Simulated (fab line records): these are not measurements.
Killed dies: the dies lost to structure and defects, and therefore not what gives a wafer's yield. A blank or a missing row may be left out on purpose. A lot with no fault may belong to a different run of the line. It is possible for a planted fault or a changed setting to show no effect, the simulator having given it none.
fab line records    flow gf180mcu
record lots=12  wafers=36  last-day=34
route steps=602 shown NWELL@52 HV_LDD@217 PSD@261 CONTACT@311
lots untouched by any fault: they come from a run of this same line in which no faults occurred
start-h: start of the lot's first displayed wafer, in hours after the record's first day    wait-h: hours from the lot's prior step to this one    " as in the row above    L1.1+2: one row covering several wafers at once    - no value, or no start was given    * or withheld: withheld    < > ~ a bound
route shown NAME@n: NAME is a module with steps in the file, n the number in the route of the first one    usual: mean and standard deviation over wafers with no fault    same: alike in all rows    chamber/n: place in a boat    sites: per-site readings    _std_site: how widely they spread, as a standard deviation    _edge_site: the outer-site mean with the inner-site mean subtracted    radius-mm: how far each site lies from the wafer's centre    mask NAME#n: copy n    behind: the most recent tool/chamber to have shaped the wafer    hold: reason for holding the lot/hours on hold/outcome of the hold    device: the transistor (n, p or np) that didn't switch    end of line: tests of these same wafers at the route's end    a step with no rows: only its recipe    killed: count of dies lost to structure and defects at first sort (not the wafer's yield)    map: the dies of a wafer, with x for killed, . for not killed, _ for no die there
set.NAME: the setting the step ran with; set.NAME@STEP: the setting that earlier step ran with    model.NAME: the simulator's own value behind a step, which no gauge read
the route's steps for a sample of lots (tables are steps, rows are wafers)
services: from which hour (start-h, from the record's first day; less than 0 if before it) a tool's chamber was out of use, for how many hours, and why
## steps
# step GF_NWELL_STRIP_10
# recipe chemistry=O2/N2  power-w=1400  pressure-mtorr=1500  platen-temp-c=250  o2-flow-sccm=3000  n2-flow-sccm=300  overash-fraction=0.5
# usual drypump-motor-current-A=5.7/0.41  heater-power-w=329/26  oes-product-au=0.722/0.0049  strip-time-to-endpoint-s=36.97/0.11
lot.wafer  tool             chamber  start-h  wait-h  drypump-motor-current-A  heater-power-w  oes-product-au  rf-hours-counter-h  strip-time-to-endpoint-s
L656.2     plasma-asher-02  1        54.65    0.1     5.7                      346             0.725           41                  36.90
L656.3     "                0        "        "       5.5                      332             0.719           -                   36.83
L656.5     "                1        "        "       5.7                      348             0.720           -                   36.74
L659.1     plasma-asher-02  1        71.56    0.1     5.7                      342             0.721           43                  36.94
L659.2     "                0        "        "       5.5                      337             0.731           43                  37.04
L659.4     "                0        "        "       5.5                      332             0.712           -                   36.82
L660.1     plasma-asher-03  0        78.47    0.1     6.6                      312             0.724           25                  37.05
L660.5     "                0        "        "       6.6                      300             0.725           -                   37.02
L660.6     "                1        "        "       5.5                      294             0.723           -                   36.93
L661.3     plasma-asher-01  0        82.85    0.1     5.5                      310             0.720           -                   36.86
L661.4     "                1        "        "       5.5                      374             0.723           -                   36.98
L661.6     "                0        "        "       5.5                      320             0.717           -                   36.98
L670.3     plasma-asher-02  1        146.08   0.1     5.7                      333             0.720           -                   36.96
L670.4     "                0        "        "       5.6                      349             0.720           -                   36.85
L670.5     "                0        "        "       5.6                      356             0.728           -                   36.89
L673.2     plasma-asher-03  1        151.65   0.1     5.5                      294             0.717           32                  36.83
L673.5     "                0        "        "       6.6                      308             0.728           -                   36.84
L673.6     "                1        "        "       5.5                      292             0.729           -                   36.77
L672.1     plasma-asher-03  1        151.81   0.1     5.5                      294             0.722           32                  36.87
L672.2     "                0        "        "       6.7                      314             0.720           32                  36.90
L672.6     "                1        "        "       5.5                      290             0.722           -                   36.84
L674.1     plasma-asher-01  0        154.55   0.1     5.4                      307             0.720           51                  36.91
L674.3     "                1        "        "       5.6                      375             0.723           -                   36.90
L674.6     "                1        "        "       5.5                      372             0.730           -                   36.94
L676.1     plasma-asher-02  0        164.26   0.1     5.5                      347             0.718           5                   37.09
L676.2     "                1        "        "       5.7                      332             0.720           5                   37.07
L676.5     "                0        "        "       5.5                      351             0.724           -                   37.04
L675.1     plasma-asher-02  1        166.01   0.1     5.7                      346             0.725           6                   37.09
L675.3     "                0        "        "       5.6                      349             0.722           -                   36.91
L675.4     "                1        "        "       5.7                      335             0.724           -                   37.01
L678.2     plasma-asher-02  1        176.66   0.1     5.7                      336             0.712           7                   36.79
L678.4     "                1        "        "       5.6                      331             0.715           -                   36.93
L678.6     "                0        "        "       5.5                      342             0.720           -                   36.96
L679.3     plasma-asher-03  0        181.04   0.1     6.6                      302             0.726           -                   36.99
L679.5     "                0        "        "       6.6                      299             0.725           -                   37.01
L679.6     "                1        "        "       5.5                      297             0.718           -                   36.93
# step GF_HV_LDD_COAT_41
# recipe resist=NOVOLAK  spin-rpm=3000  resist-thk-nm=1000
# usual spin-speed-rpm=3000.2/1.9
lot.wafer  tool            chamber  start-h  wait-h  spin-speed-rpm
L656.2     litho-track-02  0        256.96   0.1     3001.5
L656.3     "               0        "        "       3001.3
L656.5     "               0        "        "       3000.0
L659.1     litho-track-04  0        281.31   0.1     3001.9
L659.2     "               0        "        "       3002.4
L659.4     "               0        "        "       2997.9
L660.1     litho-track-04  0        290.81   0.1     3242.6
L660.5     "               0        "        "       3243.0
L660.6     "               0        "        "       3247.4
L661.3     litho-track-04  0        294.21   0.1     3240.7
L661.4     "               0        "        "       3244.4
L661.6     "               0        "        "       3239.3
L670.3     litho-track-02  0        395.88   0.1     3001.2
L670.4     "               0        "        "       3001.7
L670.5     "               0        "        "       2999.3
L673.2     litho-track-01  0        402.74   0.1     3005.6
L673.5     "               0        "        "       2999.5
L673.6     "               0        "        "       3001.1
L672.1     litho-track-04  0        403.41   0.1     3001.2
L672.2     "               0        "        "       2998.9
L672.6     "               0        "        "       3000.2
L674.1     litho-track-02  0        409.58   0.1     3000.8
L674.3     "               0        "        "       2997.3
L674.6     "               0        "        "       2998.0
L676.1     litho-track-04  0        418.01   0.1     3001.7
L676.2     "               0        "        "       2999.6
L676.5     "               0        "        "       3001.6
L675.1     litho-track-04  0        423.71   0.1     2999.8
L675.3     "               0        "        "       2998.4
L675.4     "               0        "        "       2998.9
L678.2     litho-track-02  0        437.51   0.1     3000.3
L678.4     "               0        "        "       3000.3
L678.6     "               0        "        "       2997.8
L679.3     litho-track-01  0        444.97   0.1     2999.8
L679.5     "               0        "        "       2999.8
L679.6     "               0        "        "       2998.7
# step GF_HV_LDD_STRIP_49
# recipe chemistry=O2/N2  power-w=1400  pressure-mtorr=1500  platen-temp-c=250  o2-flow-sccm=3000  n2-flow-sccm=300  overash-fraction=0.5
# usual drypump-motor-current-A=5.51/0.15  heater-power-w=337/21  oes-product-au=0.716/0.0054  strip-time-to-endpoint-s=12.62/0.045
lot.wafer  tool             chamber  start-h  wait-h  drypump-motor-current-A  heater-power-w  oes-product-au  rf-hours-counter-h  strip-time-to-endpoint-s
L656.2     plasma-asher-02  1        266.64   0.1     5.67                     338             0.712           16                  12.67
L656.3     "                0        "        "       5.52                     338             0.724           -                   12.66
L656.5     "                1        "        "       5.70                     339             0.713           -                   12.67
L659.1     plasma-asher-04  0        291.34   0.1     5.26                     331             0.718           65                  12.54
L659.2     "                1        "        "       5.69                     312             0.721           65                  12.55
L659.4     "                0        "        "       5.25                     334             0.717           -                   12.55
L660.1     plasma-asher-02  1        301.34   0.1     5.66                     346             0.717           20                  12.13
L660.5     "                0        "        "       5.52                     357             0.706           -                   12.17
L660.6     "                1        "        "       5.68                     331             0.714           -                   12.15
L661.3     plasma-asher-01  1        304.76   0.1     5.50                     369             0.714           -                   12.22
L661.4     "                0        "        "       5.44                     314             0.716           -                   12.21
L661.6     "                0        "        "       5.45                     317             0.721           -                   12.16
L670.3     plasma-asher-04  1        408.52   0.1     5.70                     320             0.714           -                   12.65
L670.4     "                0        "        "       5.24                     328             0.718           -                   12.70
L670.5     "                0        "        "       5.25                     321             0.715           -                   12.64
L673.2     plasma-asher-01  1        415.04   0.1     5.54                     363             0.721           77                  12.61
L673.5     "                1        "        "       5.53                     375             0.715           -                   12.55
L673.6     "                0        "        "       5.45                     318             0.715           -                   12.60
L672.1     plasma-asher-01  0        416.05   0.1     5.44                     316             0.717           77                  12.57
L672.2     "                1        "        "       5.50                     370             0.714           77                  12.56
L672.6     "                0        "        "       5.47                     313             0.728           -                   12.52
L674.1     plasma-asher-04  1        421.87   0.1     5.66                     319             0.709           78                  12.64
L674.3     "                1        "        "       5.68                     326             0.721           -                   12.65
L674.6     "                1        "        "       5.69                     317             0.714           -                   12.64
L676.1     plasma-asher-02  0        429.59   0.1     5.56                     354             0.716           34                  12.65
L676.2     "                1        "        "       5.67                     326             0.708           34                  12.65
L676.5     "                1        "        "       5.70                     331             0.717           -                   12.67
L675.1     plasma-asher-04  1        436.09   0.1     5.71                     324             0.712           80                  12.52
L675.3     "                0        "        "       5.27                     322             0.704           -                   12.54
L675.4     "                1        "        "       5.72                     324             0.710           -                   12.50
L678.2     plasma-asher-04  1        450.39   0.1     5.71                     312             0.722           81                  12.60
L678.4     "                1        "        "       5.70                     316             0.718           -                   12.60
L678.6     "                0        "        "       5.26                     316             0.722           -                   12.60
L679.3     plasma-asher-02  1        457.66   0.1     5.67                     343             0.717           -                   12.59
L679.5     "                1        "        "       5.67                     333             0.729           -                   12.62
L679.6     "                0        "        "       5.56                     344             0.714           -                   12.57
# step GF_PSD_RTA_13
# recipe temp-c=1025  time-s=20  ambient=N2
# usual chamber-o2-ppm=2.000/0.027  lamp-power-pct=35/6.2  wafer_temp_C_max=1030.9/1.5
lot.wafer  tool           chamber  start-h  wait-h  chamber-o2-ppm  lamp-power-pct  wafer_temp_C_max
L656.2     rtp-anneal-02  0        308.81   0.0     2.005           41              1029.6
L656.3     "              0        "        "       2.010           41              1029.3
L656.5     "              0        "        "       1.999           41              1029.3
L659.1     rtp-anneal-02  0        336.59   0.0     2.010           41              1029.1
L659.2     "              0        "        "       2.029           41              1031.3
L659.4     "              0        "        "       2.050           41              1029.2
L660.1     rtp-anneal-02  0        347.40   0.0     2.046           41              1029.4
L660.5     "              0        "        "       1.981           41              1029.3
L660.6     "              0        "        "       2.043           41              1030.5
L661.3     rtp-anneal-01  0        349.55   0.0     2.001           28              1030.1
L661.4     "              0        "        "       2.003           28              1032.2
L661.6     "              0        "        "       1.984           28              1031.5
L670.3     rtp-anneal-01  0        461.13   0.0     1.993           28              1035.0
L670.4     "              0        "        "       2.026           28              1031.1
L670.5     "              0        "        "       2.001           28              1031.0
L673.2     rtp-anneal-01  0        467.30   0.0     2.029           28              1031.0
L673.5     "              0        "        "       1.971           28              1032.3
L673.6     "              0        "        "       1.983           28              1031.8
L672.1     rtp-anneal-02  0        468.97   0.0     1.978           41              1028.8
L672.2     "              0        "        "       1.963           41              1030.1
L672.6     "              0        "        "       2.011           41              1030.2
L674.1     rtp-anneal-02  0        474.20   0.0     2.041           41              1027.8
L674.3     "              0        "        "       2.070           41              1028.5
L674.6     "              0        "        "       2.048           41              1027.7
L676.1     rtp-anneal-01  0        481.10   0.0     1.950           28              1032.3
L676.2     "              0        "        "       1.997           28              1031.5
L676.5     "              0        "        "       1.927           28              1032.1
L675.1     rtp-anneal-02  0        488.19   0.0     1.989           41              1029.7
L675.3     "              0        "        "       1.994           41              1031.3
L675.4     "              0        "        "       1.997           41              1028.9
L678.2     rtp-anneal-01  0        502.22   0.0     1.977           28              1031.6
L678.4     "              0        "        "       1.973           28              1031.6
L678.6     "              0        "        "       1.991           28              1031.8
L679.3     rtp-anneal-02  0        508.32   0.0     2.005           41              1029.4
L679.5     "              0        "        "       1.991           41              1030.5
L679.6     "              0        "        "       1.985           41              1031.6
# step GF_CONTACT_CVD_24
# recipe material=W  target-thk-nm=300  time-s=90.339  temp-c=403.9  pressure-torr=40
# usual heater-power-w=926/77
lot.wafer  tool      chamber  start-h  wait-h  heater-power-w
L656.2     cvd-w-02  1        352.71   0.0     911
L656.3     "         1        "        "       904
L656.5     "         1        "        "       913
L659.1     cvd-w-01  0        382.29   0.0     1033
L659.2     "         1        "        "       913
L659.4     "         1        "        "       891
L660.1     cvd-w-01  1        394.28   0.0     911
L660.5     "         1        "        "       910
L660.6     "         0        "        "       1054
L661.3     cvd-w-01  1        397.01   0.1     895
L661.4     "         0        "        "       1020
L661.6     "         0        "        "       1052
L670.3     cvd-w-01  0        511.22   0.1     1025
L670.4     "         1        "        "       890
L670.5     "         1        "        "       917
L673.2     cvd-w-01  1        516.66   0.0     896
L673.5     "         0        "        "       1024
L673.6     "         1        "        "       909
L672.1     cvd-w-02  0        518.29   0.0     892
L672.2     "         1        "        "       864
L672.6     "         0        "        "       895
L674.1     cvd-w-01  1        522.63   0.0     918
L674.3     "         1        "        "       907
L674.6     "         0        "        "       1062
L676.1     cvd-w-01  1        530.15   0.0     880
L676.2     "         0        "        "       1052
L676.5     "         1        "        "       905
L675.1     cvd-w-02  0        537.29   0.0     893
L675.3     "         0        "        "       900
L675.4     "         1        "        "       849
L678.2     cvd-w-02  1        550.70   0.0     851
L678.4     "         0        "        "       906
L678.6     "         1        "        "       858
L679.3     cvd-w-01  0        557.12   0.1     1062
L679.5     "         0        "        "       1061
L679.6     "         1        "        "       923
## services
tool             chamber  start-h  hours  kind
plasma-asher-03  -        30.66    23.0   repair
cvd-w-02         1        46.55    10.2   repair
plasma-asher-03  -        66.68    3.3    repair
cvd-w-01         1        79.12    13.7   repair
plasma-asher-02  -        108.75   9.0    pm
cvd-w-02         -        108.76   6.9    pm
cvd-w-01         0        136.89   11.8   repair
rtp-anneal-01    -        148.74   10.8   pm
plasma-asher-01  -        164.47   8.0    repair
plasma-asher-04  -        174.20   2.3    repair
cvd-w-01         1        175.72   10.4   repair
plasma-asher-04  -        198.28   0.5    repair
plasma-asher-01  -        222.20   2.7    pm
plasma-asher-01  -        225.64   0.6    repair
rtp-anneal-02    -        237.29   3.8    pm
cvd-w-01         -        258.37   0.7    repair
plasma-asher-01  -        275.85   1.6    repair
plasma-asher-02  -        313.43   2.4    repair
plasma-asher-04  -        383.14   1.4    repair
plasma-asher-04  -        413.67   1.2    repair
plasma-asher-01  -        421.25   9.0    pm
plasma-asher-01  -        462.04   0.6    repair
cvd-w-01         -        482.86   2.8    pm
cvd-w-01         0        487.41   6.7    repair
## key
first-sign step=GF_HV_LDD_COAT_41  reading=spin-speed-rpm  direction=up  sigmas=99+  usual=*  struck=*
effect step=GF_HV_LDD_STRIP_49  reading=strip-time-to-endpoint-s  direction=down  sigmas=9.8  usual=*  struck=*
met-at GF_HV_LDD_COAT_41
struck-lots L660,L661
tester-left-out L660,L661
not-acting-at GF_NWELL_STRIP_10,GF_PSD_RTA_13,GF_CONTACT_CVD_24
onset-between 281.31 290.81
fault kind=process-parameter-drift  tool=litho-track-04  chamber=-  onset-h=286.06  steps=GF_HV_LDD_COAT_41  channel=spin-rpm  offset=*  shape=step  end-h=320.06  acts-in=*  stated=*
# tester-left-out: of these lots the tester's yield and bins aren't shown, on N5 and GAA mostly nor the transistor test; their killed dies are dies lost to structure and defects alone, not to doping, threshold or leakage, so they don't give the yield
